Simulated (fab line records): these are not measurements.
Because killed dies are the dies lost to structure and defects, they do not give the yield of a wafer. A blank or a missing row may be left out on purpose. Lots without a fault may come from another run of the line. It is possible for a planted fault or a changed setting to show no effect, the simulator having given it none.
fab line records	flow sky130
record: lots: 12	wafers: 36	lastDay: 50
route steps=708 shown NWELL@63 VT_ADJUST_LVTN@103 VT_ADJUST_NCORE@129 PAD_OPEN@708
lots that met no fault: taken from a fault-free run of the same line
startH: hours from the record's first day to the start of the lot's first wafer shown	waitH: time in hours since the lot's previous step	" the same as in the row above	L1.1+2: a single row standing in for several wafers	- no value present, or no start provided	* or withheld: withheld	< > ~ a bound
route shown NAME@n: a module of which the file shows steps, and the number in the route of the first	usual: mean/standard deviation taken from wafers without a fault	same: alike in all rows	chamber/n: place in a boat	sites: the reading at each site	_std_site: their standard deviation	_edge_site: outer sites' mean less inner sites'	radiusMm: how far each site lies from the wafer's centre	mask NAME#n: copy n	behind: tool/chamber where the wafer was last shaped	hold: cause of the lot's hold/its duration in hours/its outcome	device: whichever transistor did not switch (one of n, p or np)	end of line: tests of these same wafers at the route's end	a step with no rows: only its recipe	killed: the dies lost at the first sort to structure and to defects; this is not the yield of the wafer	map: dies across one wafer; x = killed, . = not, _ = none there
set.NAME: the run value of the setting; set.NAME@STEP: its run value at that earlier step	model.NAME: the simulator's own value behind a step, which no gauge read
the route's steps for a sample of lots (tables are steps, rows are wafers)
services: the hour from which a tool's chamber was out of use, counted from the record's first day as startH (under 0 if before that day), plus the number of hours and why
== steps ==
step: SKY_NWELL_OVL_MEAS_10
usual: NWELL_00_OVL: 1.1/1.6
lot.wafer	tool	chamber	startH	waitH	NWELL_00_OVL[nm]
L705.1	overlay-02	-	93.22	-	1.3
L705.5	"	-	"	"	1.9
L705.6	"	-	"	"	1.8
L706.2	overlay-01	-	109.09	-	2.1
L706.4	"	-	"	"	2.0
L706.5	"	-	"	"	1.1
L707.1	overlay-01	-	109.63	-	-1.0
L707.2	"	-	"	"	1.3
L707.6	"	-	"	"	0.5
L711.1	overlay-02	-	124.28	-	2.0
L711.5	"	-	"	"	2.1
L711.6	"	-	"	"	1.2
L713.1	overlay-01	-	130.38	-	2.8
L713.2	"	-	"	"	0.5
L713.4	"	-	"	"	1.8
L714.2	overlay-02	-	141.34	-	0.3
L714.4	"	-	"	"	1.0
L714.6	"	-	"	"	-0.1
L715.1	overlay-01	-	142.33	-	4.9
L715.5	"	-	"	"	5.4
L715.6	"	-	"	"	2.5
L718.2	overlay-01	-	157.08	-	0.6
L718.3	"	-	"	"	1.3
L718.6	"	-	"	"	2.0
L719.1	overlay-02	-	170.52	-	1.1
L719.2	"	-	"	"	0.0
L719.3	"	-	"	"	0.0
L722.3	overlay-02	-	190.44	-	-2.6
L722.5	"	-	"	"	-0.9
L722.6	"	-	"	"	-1.9
L724.1	overlay-01	-	198.08	-	1.6
L724.2	"	-	"	"	1.1
L724.4	"	-	"	"	2.0
L726.1	overlay-02	-	208.08	-	2.4
L726.5	"	-	"	"	0.8
L726.6	"	-	"	"	1.2
step: SKY_VT_ADJUST_LVTN_DEVELOP_06
recipe: wallAngleDeg: 90	developer: TMAH	developTimeS: 60	devTempC: 23
lot.wafer	tool	chamber	startH	waitH
L705.1+5+6	lithoTrack-04	0	148	-
L706.2+4+5	lithoTrack-01	0	166	-
L707.1+2+6	lithoTrack-04	0	167	-
L711.1+5+6	lithoTrack-03	0	185	-
L713.1+2+4	lithoTrack-04	0	191	-
L714.2+4+6	lithoTrack-03	0	204	-
L715.1+5+6	lithoTrack-01	0	206	-
L718.2+3+6	lithoTrack-01	0	221	-
L719.1+2+3	lithoTrack-01	0	238	-
L722.3+5+6	lithoTrack-01	0	259	-
L724.1+2+4	lithoTrack-01	0	267	-
L726.1+5+6	lithoTrack-03	0	279	-
step: SKY_VT_ADJUST_LVTN_OVL_MEAS_07
usual: VT_ADJUST_LVTN_OVL: -0.1/1.3
lot.wafer	tool	chamber	startH	waitH	VT_ADJUST_LVTN_OVL[nm]
L705.1	overlay-02	-	148.79	-	-0.5
L705.5	"	-	"	"	1.4
L705.6	"	-	"	"	-0.8
L706.2	overlay-01	-	166.93	-	-0.7
L706.4	"	-	"	"	1.6
L706.5	"	-	"	"	1.6
L707.1	overlay-02	-	168.09	-	-1.3
L707.2	"	-	"	"	-0.7
L707.6	"	-	"	"	1.9
L711.1	overlay-02	-	185.78	-	1.1
L711.5	"	-	"	"	-0.3
L711.6	"	-	"	"	-0.6
L713.1	overlay-02	-	191.84	-	-1.0
L713.2	"	-	"	"	1.7
L713.4	"	-	"	"	0.1
L714.2	overlay-01	-	204.74	-	0.6
L714.4	"	-	"	"	1.3
L714.6	"	-	"	"	3.1
L715.1	overlay-01	-	206.68	-	2.3
L715.5	"	-	"	"	1.2
L715.6	"	-	"	"	1.3
L718.2	overlay-02	-	222.08	-	-1.8
L718.3	"	-	"	"	-0.9
L718.6	"	-	"	"	-0.2
L719.1	overlay-02	-	238.43	-	-1.2
L719.2	"	-	"	"	-2.9
L719.3	"	-	"	"	-0.7
L722.3	overlay-01	-	259.79	-	-
L722.5	"	-	"	"	-
L722.6	"	-	"	"	-
L724.1	overlay-01	-	267.63	-	-
L724.2	"	-	"	"	-
L724.4	"	-	"	"	-
L726.1	overlay-01	-	279.68	-	3.0
L726.5	"	-	"	"	2.1
L726.6	"	-	"	"	0.5
step: SKY_VT_ADJUST_LVTN_TW_MEAS_10
usual: VT_ADJUST_LVTN_TW: 240.1/2.4
lot.wafer	tool	chamber	startH	waitH	VT_ADJUST_LVTN_TW
L705.1	filmMetro-02	-	149.07	0.1	238.1
L705.5	"	-	"	"	238.7
L705.6	"	-	"	"	238.7
L706.2	filmMetro-04	-	167.22	0.1	244.5
L706.4	"	-	"	"	244.6
L706.5	"	-	"	"	243.7
L707.1	filmMetro-04	-	168.37	0.1	242.8
L707.2	"	-	"	"	241.9
L707.6	"	-	"	"	242.9
L711.1	filmMetro-01	-	186.07	0.1	239.3
L711.5	"	-	"	"	237.8
L711.6	"	-	"	"	239.7
L713.1	filmMetro-04	-	192.12	0.1	243.4
L713.2	"	-	"	"	242.2
L713.4	"	-	"	"	242.3
L714.2	filmMetro-04	-	205.03	0.1	243.1
L714.4	"	-	"	"	241.9
L714.6	"	-	"	"	242.8
L715.1	filmMetro-04	-	206.96	0.1	241.8
L715.5	"	-	"	"	243.0
L715.6	"	-	"	"	242.9
L718.2	filmMetro-04	-	222.37	0.1	244.2
L718.3	"	-	"	"	243.2
L718.6	"	-	"	"	242.3
L719.1	filmMetro-02	-	238.71	0.1	238.6
L719.2	"	-	"	"	238.3
L719.3	"	-	"	"	238.1
L722.3	filmMetro-02	-	260.08	0.1	29.4
L722.5	"	-	"	"	29.5
L722.6	"	-	"	"	29.5
L724.1	filmMetro-04	-	267.91	0.1	30.1
L724.2	"	-	"	"	30.2
L724.4	"	-	"	"	30.2
L726.1	filmMetro-01	-	279.97	0.1	239.3
L726.5	"	-	"	"	238.6
L726.6	"	-	"	"	238.6
step: SKY_VT_ADJUST_LVTN_TW_MEAS_21
usual: VT_ADJUST_LVTN_2_TW: 186.9/1.7
lot.wafer	tool	chamber	startH	waitH	VT_ADJUST_LVTN_2_TW
L705.1	filmMetro-01	-	168.81	0.1	186.0
L705.5	"	-	"	"	185.8
L705.6	"	-	"	"	185.6
L706.2	filmMetro-02	-	188.12	0.1	185.5
L706.4	"	-	"	"	185.3
L706.5	"	-	"	"	186.2
L707.1	filmMetro-01	-	189.41	0.1	185.8
L707.2	"	-	"	"	187.2
L707.6	"	-	"	"	187.0
L711.1	filmMetro-04	-	207.92	0.1	188.2
L711.5	"	-	"	"	189.4
L711.6	"	-	"	"	189.8
L713.1	filmMetro-02	-	214.01	0.1	187.3
L713.2	"	-	"	"	187.0
L713.4	"	-	"	"	187.1
L714.2	filmMetro-04	-	227.63	0.1	188.7
L714.4	"	-	"	"	188.8
L714.6	"	-	"	"	190.0
L715.1	filmMetro-02	-	228.42	0.1	184.2
L715.5	"	-	"	"	185.8
L715.6	"	-	"	"	184.7
L718.2	filmMetro-01	-	245.27	0.1	185.3
L718.3	"	-	"	"	186.8
L718.6	"	-	"	"	185.9
L719.1	filmMetro-04	-	262.82	0.1	188.2
L719.2	"	-	"	"	188.5
L719.3	"	-	"	"	188.1
L722.3	filmMetro-02	-	284.88	0.1	184.8
L722.5	"	-	"	"	185.1
L722.6	"	-	"	"	184.0
L724.1	filmMetro-01	-	293.87	0.1	185.3
L724.2	"	-	"	"	186.1
L724.4	"	-	"	"	186.6
L726.1	filmMetro-02	-	306.42	0.1	186.3
L726.5	"	-	"	"	186.0
L726.6	"	-	"	"	185.4
step: SKY_VT_ADJUST_NCORE_STRIP_10
recipe: chemistry: O2/N2	powerW: 1400	pressureMtorr: 1500	platenTempC: withheld	o2FlowSccm: 3000	n2FlowSccm: 300	overashFraction: 0.5
usual: drypumpMotorCurrentA: 5.5/0.42	oesProductAu: 0.716/0.0045	stripTimeToEndpointS: 14.20/0.038
lot.wafer	tool	chamber	startH	waitH	drypumpMotorCurrentA	oesProductAu	rfHoursCounterH	stripTimeToEndpointS
L705.1	plasmaAsher-04	0	190.08	0.1	5.4	0.720	49	14.18
L705.5	"	1	"	"	5.8	0.719	-	14.22
L705.6	"	0	"	"	5.4	0.718	-	14.16
L706.2	plasmaAsher-03	1	209.78	0.1	5.3	0.711	9	14.11
L706.4	"	0	"	"	6.2	0.722	-	14.13
L706.5	"	0	"	"	6.2	0.724	-	14.16
L707.1	plasmaAsher-03	0	211.63	0.1	6.2	0.714	9	14.20
L707.2	"	1	"	"	5.3	0.719	9	14.15
L707.6	"	1	"	"	5.3	0.713	-	14.16
L711.1	plasmaAsher-02	1	229.63	0.1	4.8	0.727	42	14.23
L711.5	"	1	"	"	4.7	0.714	-	14.19
L711.6	"	0	"	"	5.4	0.716	-	14.18
L713.1	plasmaAsher-04	1	236.89	0.1	5.8	0.708	54	14.18
L713.2	"	0	"	"	5.4	0.713	54	14.16
L713.4	"	0	"	"	5.4	0.713	-	14.13
L714.2	plasmaAsher-04	1	250.58	0.1	5.8	0.719	54	14.16
L714.4	"	1	"	"	5.8	0.719	-	14.18
L714.6	"	0	"	"	5.4	0.716	-	14.20
L715.1	plasmaAsher-03	1	251.83	0.1	5.3	0.715	13	14.16
L715.5	"	0	"	"	6.2	0.714	-	14.18
L715.6	"	1	"	"	5.3	0.715	-	14.19
L718.2	plasmaAsher-03	0	268.83	0.1	6.2	0.713	15	14.19
L718.3	"	1	"	"	5.4	0.710	-	14.19
L718.6	"	0	"	"	6.2	0.715	-	14.16
L719.1	plasmaAsher-04	0	288.48	0.1	5.4	0.715	58	14.27
L719.2	"	1	"	"	5.8	0.710	58	14.22
L719.3	"	0	"	"	5.4	0.714	-	14.24
L722.3	plasmaAsher-04	1	310.92	0.1	5.8	0.717	-	14.26
L722.5	"	1	"	"	5.8	0.716	-	14.28
L722.6	"	0	"	"	5.4	0.722	-	14.26
L724.1	plasmaAsher-03	1	321.48	0.1	5.3	0.714	21	14.11
L724.2	"	0	"	"	6.2	0.721	21	14.13
L724.4	"	1	"	"	5.3	0.714	-	14.14
L726.1	plasmaAsher-03	1	333.73	0.1	5.3	0.718	22	14.22
L726.5	"	1	"	"	5.3	0.729	-	14.19
L726.6	"	0	"	"	6.2	0.718	-	14.24
step: SKY_PAD_OPEN_PROBE_99
usual: killed_at_M0_to_M3: 42/7.2	killed_at_M4_up: 3.2/1.8	killedAtContacts: 24/5.4	killedAtFrontEnd: 15/4	killedAtOther: 0.3/0.59	killedDies: 84/9	killedOnRim: 17/3.3	killedOpen: 46/7.1	killedShort: 38/6
same: grossDies: 492	killedAtBackSide: 0
lot.wafer	tool	chamber	startH	waitH	killed_at_M0_to_M3	killed_at_M4_up	killedAtContacts	killedAtFrontEnd	killedAtOther	killedDies	killedOnRim	killedOpen	killedShort
L705.1	prober-01	-	1087.45	0.1	54	2	24	8	0	88	20	48	40
L705.5	prober-01	-	1087.65	0.2	45	3	16	16	2	82	17	34	47
L705.6	prober-01	-	1087.70	0.2	41	6	25	13	1	86	17	41	44
L707.1	prober-02	-	1109.94	0.1	41	0	26	17	0	84	17	49	35
L707.2	prober-02	-	1109.99	0.1	47	3	40	21	0	111	20	60	51
L707.6	prober-02	-	1110.19	0.2	51	2	23	11	0	87	20	45	40
L713.1	prober-01	-	1128.56	0.1	52	3	19	9	1	84	19	41	40
L713.2	prober-01	-	1128.61	0.1	55	5	27	10	0	97	14	54	43
L713.4	prober-01	-	1128.71	0.2	47	0	27	14	0	88	22	42	46
L714.2	prober-02	-	1137.97	0.1	45	3	28	12	2	90	21	44	46
L714.4	prober-02	-	1138.07	0.2	53	5	22	17	0	97	17	51	46
L714.6	prober-02	-	1138.17	0.2	41	3	25	13	0	82	13	52	30
L715.1	prober-01	-	1145.93	0.1	38	2	29	17	0	86	13	49	35
L715.5	prober-01	-	1146.13	0.2	41	2	15	12	0	70	16	44	26
L715.6	prober-01	-	1146.18	0.2	32	3	19	19	0	73	17	39	34
L718.2	prober-01	-	1154.83	0.1	45	2	26	17	0	90	19	53	37
L718.3	prober-01	-	1154.88	0.2	54	4	35	15	2	110	21	53	56
L718.6	prober-01	-	1155.03	0.2	50	3	22	11	0	86	15	56	30
L719.1	prober-01	-	1168.84	0.1	34	1	29	25	0	89	22	53	36
L719.2	prober-01	-	1168.89	0.1	40	6	26	15	0	87	15	48	39
L719.3	prober-01	-	1168.94	0.2	32	6	24	14	0	76	13	39	37
L722.3	prober-02	-	1176.18	0.2	54	3	13	421	1	492	96	45	43
L722.5	prober-02	-	1176.28	0.2	25	7	30	430	0	492	96	38	36
L722.6	prober-02	-	1176.33	0.2	41	1	31	419	0	492	96	49	39
L724.1	prober-02	-	1182.81	0.1	45	3	19	425	0	492	96	34	45
L724.2	prober-02	-	1182.86	0.1	41	2	29	420	0	492	96	45	42
L724.4	prober-02	-	1182.96	0.2	42	4	25	420	1	492	96	46	42
killed by level:class
L705.1 VIA1:geometricParticle:open=12 CONTACT:geometricParticle:open=9 VIA3:geometricParticle:open=9 METAL2:geometricParticle:short=9 VIA2:geometricParticle:open=6 CONTACT:geometricParticle:short=5 METAL3:geometricParticle:short=5 LI_CONTACT:geometricParticle:open=4
L705.5 POLY_GATE:geometricParticle:short=8 VIA2:geometricParticle:short=8 VIA1:geometricParticle:open=8 METAL1:geometricParticle:short=7 VIA2:geometricParticle:open=7 LOCAL_INTERCONNECT:geometricParticle:short=6 METAL2:geometricParticle:short=5 CONTACT:geometricParticle:open=4
L705.6 VIA1:geometricParticle:open=10 VIA2:geometricParticle:open=8 LI_CONTACT:geometricParticle:open=7 METAL2:geometricParticle:short=7 LOCAL_INTERCONNECT:geometricParticle:short=6 CONTACT:geometricParticle:open=6 POLY_GATE:geometricParticle:short=5 CONTACT:geometricParticle:short=5
L707.1 VIA3:geometricParticle:open=9 VIA1:geometricParticle:open=9 CONTACT:geometricParticle:open=8 METAL2:geometricParticle:short=6 VIA2:geometricParticle:open=6 FIELD_ISO:geometricParticle:short=5 LI_CONTACT:geometricParticle:open=5 LOCAL_INTERCONNECT:geometricParticle:short=5
L707.2 CONTACT:geometricParticle:open=15 VIA2:geometricParticle:open=9 LI_CONTACT:geometricParticle:open=8 VIA1:geometricParticle:short=7 POLY_GATE:geometricParticle:short=6 LOCAL_INTERCONNECT:geometricParticle:short=6 VIA1:geometricParticle:open=6 VIA3:geometricParticle:open=6
L707.6 VIA1:geometricParticle:open=16 LI_CONTACT:geometricParticle:open=7 LOCAL_INTERCONNECT:geometricParticle:short=6 METAL2:geometricParticle:short=6 CONTACT:geometricParticle:open=5 VIA3:geometricParticle:open=5 VIA1:geometricParticle:short=5 VIA3:geometricParticle:short=4
L713.1 VIA1:geometricParticle:open=14 METAL2:geometricParticle:short=7 CONTACT:geometricParticle:open=6 VIA1:geometricParticle:short=6 LI_CONTACT:geometricParticle:open=5 VIA2:geometricParticle:open=5 VIA2:geometricParticle:short=5 VIA3:geometricParticle:short=4
L713.2 VIA1:geometricParticle:open=16 METAL2:geometricParticle:short=14 CONTACT:geometricParticle:open=10 VIA3:geometricParticle:open=9 VIA2:geometricParticle:open=6 LOCAL_INTERCONNECT:geometricParticle:short=5 LI_CONTACT:geometricParticle:open=4 LI_CONTACT:geometricParticle:short=4
L713.4 VIA1:geometricParticle:open=14 METAL2:geometricParticle:short=8 CONTACT:geometricParticle:open=8 VIA1:geometricParticle:short=7 LI_CONTACT:geometricParticle:short=6 VIA3:geometricParticle:open=6 FIELD_ISO:geometricParticle:open=5 LI_CONTACT:geometricParticle:open=5
L714.2 VIA3:geometricParticle:open=8 CONTACT:geometricParticle:open=7 CONTACT:geometricParticle:short=7 VIA1:geometricParticle:open=7 POLY_GATE:geometricParticle:short=6 LI_CONTACT:geometricParticle:open=6 METAL2:geometricParticle:short=6 VIA2:geometricParticle:open=6
L714.4 VIA1:geometricParticle:open=12 CONTACT:geometricParticle:open=9 VIA2:geometricParticle:open=7 FIELD_ISO:geometricParticle:short=5 CONTACT:geometricParticle:short=5 METAL1:geometricParticle:short=5 METAL3:geometricParticle:short=5 VIA3:geometricParticle:open=5
L714.6 VIA1:geometricParticle:open=11 LI_CONTACT:geometricParticle:open=8 CONTACT:geometricParticle:open=8 VIA3:geometricParticle:open=7 FIELD_ISO:geometricParticle:open=6 METAL1:geometricParticle:short=6 VIA2:geometricParticle:open=6 CONTACT:geometricParticle:short=5
L715.1 CONTACT:geometricParticle:open=14 VIA1:geometricParticle:open=8 VIA2:geometricParticle:open=6 LI_CONTACT:geometricParticle:open=5 LI_CONTACT:geometricParticle:short=5 METAL2:geometricParticle:short=5 VIA2:geometricParticle:short=5 VIA3:geometricParticle:open=5
L715.5 VIA1:geometricParticle:open=16 CONTACT:geometricParticle:open=5 VIA2:geometricParticle:open=5 VIA3:geometricParticle:open=4 METAL2:geometricParticle:short=4 VIA2:geometricParticle:short=4 FIELD_ISO:geometricParticle:short=3 POLY_GATE:geometricParticle:short=3
L715.6 CONTACT:geometricParticle:open=10 VIA1:geometricParticle:open=9 FIELD_ISO:geometricParticle:short=6 VIA3:geometricParticle:open=6 METAL1:geometricParticle:short=5 POLY_GATE:geometricParticle:open=4 LI_CONTACT:geometricParticle:open=4 FIELD_ISO:geometricParticle:open=3
L718.2 VIA1:geometricParticle:open=10 VIA3:geometricParticle:open=10 CONTACT:geometricParticle:open=8 CONTACT:geometricParticle:short=6 VIA1:geometricParticle:short=6 LI_CONTACT:geometricParticle:open=5 METAL1:geometricParticle:short=5 VIA2:geometricParticle:open=5
L718.3 VIA1:geometricParticle:open=11 CONTACT:geometricParticle:open=10 VIA2:geometricParticle:open=9 LOCAL_INTERCONNECT:geometricParticle:short=7 CONTACT:geometricParticle:short=7 METAL3:geometricParticle:short=7 POLY_GATE:geometricParticle:open=6 LI_CONTACT:geometricParticle:open=6
L718.6 VIA1:geometricParticle:open=18 CONTACT:geometricParticle:open=8 VIA3:geometricParticle:open=8 LI_CONTACT:geometricParticle:open=7 VIA2:geometricParticle:open=6 FIELD_ISO:geometricParticle:short=4 VIA2:geometricParticle:short=4 LOCAL_INTERCONNECT:geometricParticle:short=3
L719.1 VIA1:geometricParticle:open=11 CONTACT:geometricParticle:open=9 FIELD_ISO:geometricParticle:open=8 FIELD_ISO:geometricParticle:short=7 LOCAL_INTERCONNECT:geometricParticle:short=6 VIA2:geometricParticle:open=6 POLY_GATE:geometricParticle:open=5 LI_CONTACT:geometricParticle:open=4
L719.2 CONTACT:geometricParticle:open=8 VIA3:geometricParticle:open=8 CONTACT:geometricParticle:short=7 VIA1:geometricParticle:open=7 LI_CONTACT:geometricParticle:open=6 VIA2:geometricParticle:open=5 METAL1:geometricParticle:short=4 METAL2:geometricParticle:short=4
L719.3 METAL1:geometricParticle:short=7 VIA1:geometricParticle:open=7 LI_CONTACT:geometricParticle:open=6 LOCAL_INTERCONNECT:geometricParticle:short=6 VIA2:geometricParticle:open=6 CONTACT:geometricParticle:open=5 FIELD_ISO:geometricParticle:short=4 METAL4:geometricParticle:short=4
L722.3 VT_ADJUST_LVTN:areaDevelop=404 VIA1:geometricParticle:open=11 VIA2:geometricParticle:open=9 POLY_GATE:geometricParticle:short=8 VIA3:geometricParticle:open=8 METAL1:geometricParticle:short=7 LI_CONTACT:geometricParticle:open=6 METAL2:geometricParticle:short=6
L722.5 VT_ADJUST_LVTN:areaDevelop=418 CONTACT:geometricParticle:open=13 LI_CONTACT:geometricParticle:open=8 METAL4:geometricParticle:short=5 VIA1:geometricParticle:short=5 VIA1:geometricParticle:open=5 METAL3:geometricParticle:short=5 POLY_GATE:geometricParticle:short=4
L722.6 VT_ADJUST_LVTN:areaDevelop=404 LI_CONTACT:geometricParticle:open=11 CONTACT:geometricParticle:short=8 METAL2:geometricParticle:short=7 VIA1:geometricParticle:open=6 VIA3:geometricParticle:open=6 LOCAL_INTERCONNECT:geometricParticle:short=5 CONTACT:geometricParticle:open=5
L724.1 VT_ADJUST_LVTN:areaDevelop=412 VIA1:geometricParticle:open=13 VIA1:geometricParticle:short=9 CONTACT:geometricParticle:open=7 POLY_GATE:geometricParticle:open=6 LOCAL_INTERCONNECT:geometricParticle:short=5 METAL1:geometricParticle:short=5 METAL2:geometricParticle:short=5
L724.2 VT_ADJUST_LVTN:areaDevelop=404 CONTACT:geometricParticle:open=10 VIA1:geometricParticle:open=9 FIELD_ISO:geometricParticle:short=8 LI_CONTACT:geometricParticle:open=8 LOCAL_INTERCONNECT:geometricParticle:short=7 VIA2:geometricParticle:short=6 VIA1:geometricParticle:short=6
L724.4 VT_ADJUST_LVTN:areaDevelop=404 VIA1:geometricParticle:open=10 CONTACT:geometricParticle:open=8 METAL2:geometricParticle:short=7 VIA2:geometricParticle:open=6 LOCAL_INTERCONNECT:geometricParticle:short=6 FIELD_ISO:geometricParticle:open=5 LI_CONTACT:geometricParticle:open=5
== services ==
tool	chamber	startH	hours	kind
plasmaAsher-04	-	241.42	2.8	pm
plasmaAsher-02	-	250.92	2.8	pm
plasmaAsher-04	-	273.90	4.3	repair
plasmaAsher-02	-	310.62	8.1	repair
== key ==
firstSign: step: SKY_VT_ADJUST_LVTN_OVL_MEAS_07	reading: VT_ADJUST_LVTN_OVL	direction: missing
effect: step: SKY_VT_ADJUST_LVTN_TW_MEAS_10	reading: VT_ADJUST_LVTN_TW	direction: down	sigmas: 87	usual: 240.1	struck: 29.8
effect: step: SKY_PAD_OPEN_PROBE_99	reading: killedAtFrontEnd	direction: up	sigmas: 99+	usual: 15	struck: 422
moreKillsBornAt: SKY_VT_ADJUST_LVTN_DEVELOP_06@lithoTrack-01: 2446
metAt SKY_VT_ADJUST_LVTN_DEVELOP_06
struckLots L722,L724
testerLeftOut L722,L724
notActingAt SKY_NWELL_OVL_MEAS_10,SKY_VT_ADJUST_LVTN_TW_MEAS_21,SKY_VT_ADJUST_NCORE_STRIP_10
onsetBetween 238 259
fault: kind: processParameterDrift	tool: lithoTrack-01	chamber: -	onsetH: 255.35	steps: SKY_VT_ADJUST_LVTN_DEVELOP_06	channel: developTimeS	offset: *	shape: step	endH: 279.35	actsIn: *	stated: *
testerLeftOut: of these lots the tester's yield and bins aren't shown, on N5 and GAA mostly nor the transistor test; their killed dies are dies lost to structure and defects alone, not to doping, threshold or leakage, so they don't give the yield
